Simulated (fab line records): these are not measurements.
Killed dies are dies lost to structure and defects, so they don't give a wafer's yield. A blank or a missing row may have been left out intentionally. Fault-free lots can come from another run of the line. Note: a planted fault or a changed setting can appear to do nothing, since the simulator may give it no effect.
Matching of chambers    flow sfq line    rie diel-02 running SFQ_TRILAYER_I5_ETCH_VIA_ETCH_147: 4 sister chambers
The step etches the open film in CHF3, stops on Nb, target depth 360 nm. 14 wafers are shown with their chamber, then 7 later ones without.

== WAFERS PAIRED WITH THEIR CHAMBERS ==
wafer   chamber  drypump motor current A (A)  oes product au (a.u.)  rf fwd power W (W)
L608.2  0        5.7                          0.992                  495.8
L608.3  1        5.5                          0.984                  498.8
L608.5  3        5.2                          0.972                  498.3
L609.3  1        5.4                          0.996                  495.7
L609.5  0        5.6                          0.982                  498.6
L609.6  1        5.4                          0.988                  498.8
L612.2  3        5.2                          0.969                  500.6
L612.3  2        6.3                          0.997                  499.2
L612.4  1        5.5                          0.983                  499.3
L621.1  3        5.2                          0.979                  499.2
L621.5  1        5.5                          0.996                  498.7
L621.6  0        5.6                          0.989                  499.0
L622.1  2        6.3                          0.995                  500.3
L622.2  1        5.5                          0.985                  500.8

SIGNATURES, as means of the wafers listed above
reading                  chamber 0  chamber 1  chamber 2  chamber 3  scatter within a chamber
drypump motor current A  5.633      5.467      6.300      5.200      0.0447
oes product au           0.98767    0.98867    0.99600    0.97333    0.00532
rf fwd power W           497.800    498.683    499.750    499.367    1.52
Rule: for a wafer and a chamber, the distance is found by dividing, reading by reading, the gap between the wafer's reading and the chamber's mean by the reading's scatter, squaring, summing and taking the root. The wafer belongs to the nearest chamber; if the next one is less than 2 further off, it can't be placed. The scatter: take each reading less its chamber's mean, square it, sum over the shown wafers, divide by the number of wafers less the number of chambers, and take the root.

== WAFERS WITHOUT THEIR CHAMBER ==
wafer   drypump motor current A (A)  oes product au (a.u.)  rf fwd power W (W)
L622.5  6.3                          0.999                  497.9
L626.1  5.7                          0.985                  500.0
L626.2  5.2                          0.987                  497.9
L626.4  5.5                          0.986                  497.7
L627.1  6.3                          0.987                  496.7
L627.5  6.3                          0.997                  499.6
L627.6  5.5                          0.993                  496.9

== EACH ONE'S CHAMBER ==
wafer   from the rows above      in truth
L622.5  2                        2
L626.1  0                        0
L626.2  3                        3
L626.4  can't be placed: 1 or 0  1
L627.1  2                        2
L627.5  2                        2
L627.6  can't be placed: 1 or 0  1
Placed correctly: 5 of 7. Cannot be placed on the basis of these rows: 2; the candidates contain the true chamber in 2. Number placed wrongly: 0.
